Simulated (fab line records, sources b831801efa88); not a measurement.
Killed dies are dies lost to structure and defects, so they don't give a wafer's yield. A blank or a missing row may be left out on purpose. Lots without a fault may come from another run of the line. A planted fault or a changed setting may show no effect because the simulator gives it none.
Which tool did it? | flow sky130 | 24 lots, 72 wafers sampled, at 2 steps of a route of 708

WHAT THE GAUGES READ, wafer by wafer
SKY_LDD_HVN_OVL_MEAS_07.
lot  | measured     | on         | LDD_HVN_OVL (nm)
L075 | day 20 18:29 | overlay-02 | -1.0 1.6 -0.3
L074 | day 20 21:17 | overlay-02 | 0.6 1.0 -0.1
L076 | day 21 02:17 | overlay-01 | 2.1 0.0 3.1
L077 | day 21 05:57 | overlay-02 | 1.4 1.8 2.2
L078 | day 21 11:26 | overlay-01 | 0.4 -0.2 -0.8
L079 | day 21 23:53 | overlay-01 | 0.6 1.8 0.8
L080 | day 22 13:07 | overlay-02 | -1.8 -1.0 0.2
L081 | day 23 03:20 | overlay-01 | 0.4 2.5 0.1
L082 | day 23 15:55 | overlay-01 | 1.1 -0.6 0.7
L084 | day 24 06:32 | overlay-01 | -1.0 -0.5 -0.2
L083 | day 24 08:02 | overlay-01 | 1.8 1.6 2.8
L085 | day 24 17:50 | overlay-01 | -0.3 0.3 0.8
L086 | day 24 23:44 | overlay-02 | 0.3 0.1 -0.1
L087 | day 25 12:45 | overlay-01 | 1.0 -0.1 0.5
L088 | day 25 16:44 | overlay-01 | 3.9 2.8 2.5
L089 | day 25 19:26 | overlay-02 | 1.7 1.6 0.5
L090 | day 26 05:26 | overlay-01 | 2.2 1.4 -0.7
L091 | day 26 11:37 | overlay-01 | 2.5 1.2 2.7
L092 | day 26 19:56 | overlay-01 | 1.5 2.3 2.4
L093 | day 27 08:14 | overlay-02 | -0.2 1.0 1.8
L094 | day 27 09:48 | overlay-02 | 2.8 2.3 3.1
L095 | day 27 13:08 | overlay-02 | 0.8 1.0 0.2
L096 | day 28 05:16 | overlay-01 | 0.1 -1.0 0.0
L097 | day 28 11:01 | overlay-01 | 0.9 0.2 1.7

WHICH TOOL RAN EACH LOT (tool, then ch and the chambers of the sampled wafers, then the start)
lot  | SKY_SONOS_ONO_ETCH_15
L075 | rie_diel-03 ch 0,2, day 13 03:34
L074 | rie_diel-03 ch 0,2,3, day 13 04:20
L076 | rie_diel-01 ch 0,1,2, day 13 09:31
L077 | rie_diel-02 ch 2,3, day 13 09:36
L078 | rie_diel-02 ch 0,3, day 13 17:09
L079 | rie_diel-03 ch 0,2,3, day 14 03:43
L080 | rie_diel-03 ch 0,1,3, day 14 17:24
L081 | rie_diel-02 ch 0,2,3, day 15 03:14
L082 | rie_diel-01 ch 1,2,3, day 15 17:18
L084 | rie_diel-01 ch 1,3, day 16 05:01
L083 | rie_diel-02 ch 0,3, day 16 05:05
L085 | rie_diel-03 ch 0,1,2, day 16 17:02
L086 | rie_diel-02 ch 0,2, day 17 00:40
L087 | rie_diel-01 ch 1,2, day 17 10:16
L088 | rie_diel-01 ch 1,2,3, day 17 15:23
L089 | rie_diel-02 ch 1,2,3, day 17 15:51
L090 | rie_diel-03 ch 2,3, day 18 03:57
L091 | rie_diel-03 ch 2,3, day 18 07:40
L092 | rie_diel-01 ch 0,1,2, day 18 18:59
L093 | rie_diel-02 ch 0,1,2, day 19 05:36
L094 | rie_diel-02 ch 0,1,2, day 19 11:13
L095 | rie_diel-01 ch 0,1,2, day 19 13:00
L096 | rie_diel-03 ch 0,1,2, day 20 07:20
L097 | rie_diel-02 ch 0,1,2, day 20 11:42
- SKY_SONOS_ONO_ETCH_15: etches the open film in CHF3/O2, target depth 19.52 nm, time 7.8 s.

WHAT THE TOOLS THEMSELVES READ (means of the sampled wafers that have a number; where no wafer has one, the mark that the record gives instead)
SKY_SONOS_ONO_ETCH_15.
lot  | tool        | drypump_motor_current_A (A) | oes_product_au (a.u.) | rf_fwd_power_W (W) | throttle_valve_pct (%)
L075 | rie_diel-03 | 5.3                         | 1.012                 | 590                | 8.827
L074 | rie_diel-03 | 5.3                         | 1.004                 | 589                | 8.826
L076 | rie_diel-01 | 5.6                         | 0.994                 | 588                | 8.829
L077 | rie_diel-02 | 6.0                         | 1.007                 | 586                | 8.830
L078 | rie_diel-02 | 5.9                         | 1.006                 | 589                | 8.828
L079 | rie_diel-03 | 5.3                         | 1.004                 | 590                | 8.835
L080 | rie_diel-03 | 5.5                         | 0.994                 | 590                | 8.822
L081 | rie_diel-02 | 5.9                         | 1.002                 | 589                | 8.830
L082 | rie_diel-01 | 5.7                         | 0.991                 | 589                | 8.819
L084 | rie_diel-01 | 6.3                         | 0.994                 | 588                | 8.826
L083 | rie_diel-02 | 5.9                         | 0.997                 | 591                | 8.821
L085 | rie_diel-03 | 5.5                         | 1.001                 | 588                | 8.823
L086 | rie_diel-02 | 5.9                         | 0.997                 | 589                | 8.826
L087 | rie_diel-01 | 5.3                         | 0.996                 | 584                | 8.821
L088 | rie_diel-01 | 5.7                         | 0.999                 | 588                | 8.821
L089 | rie_diel-02 | 6.1                         | 1.003                 | 585                | 8.819
L090 | rie_diel-03 | 5.1                         | 1.007                 | 588                | 8.820
L091 | rie_diel-03 | 5.1                         | 1.004                 | 592                | 8.825
L092 | rie_diel-01 | 5.6                         | 0.998                 | 586                | 8.823
L093 | rie_diel-02 | 6.0                         | 0.994                 | 589                | 8.825
L094 | rie_diel-02 | 6.0                         | 0.997                 | 587                | 8.830
L095 | rie_diel-01 | 5.6                         | 0.993                 | 587                | 8.832
L096 | rie_diel-03 | 5.5                         | 1.004                 | 589                | 8.836
L097 | rie_diel-02 | 6.0                         | 0.999                 | 589                | 8.831

THE ANSWER, worked out from the rows above alone
Rule: what is usual is taken from the lots themselves. Put in order of their means at a reading, lots are off if they are a third of the lots or fewer, leave a main group of 4 or more, and stand apart from it by a gap of 3 or more times the standard deviation of the main group's means; of several such gaps the widest counts. A main group whose means are all the same, to the digits that the tables above print for the reading, isn't used. A lot without any number at a reading at which 4 lots or more have one is off too. The other lots that the step has rows for count as sound. The gauges are gone through in route order, then the tools' own readings, and for those a lot's mean is taken as printed above. The first step at which some lot is off is used, and at that step the reading that is off furthest; a lot without a number counts as furthest.
No lot is off at any reading shown: from this, nothing can be told.

WHAT THE SIMULATOR HAD PUT IN
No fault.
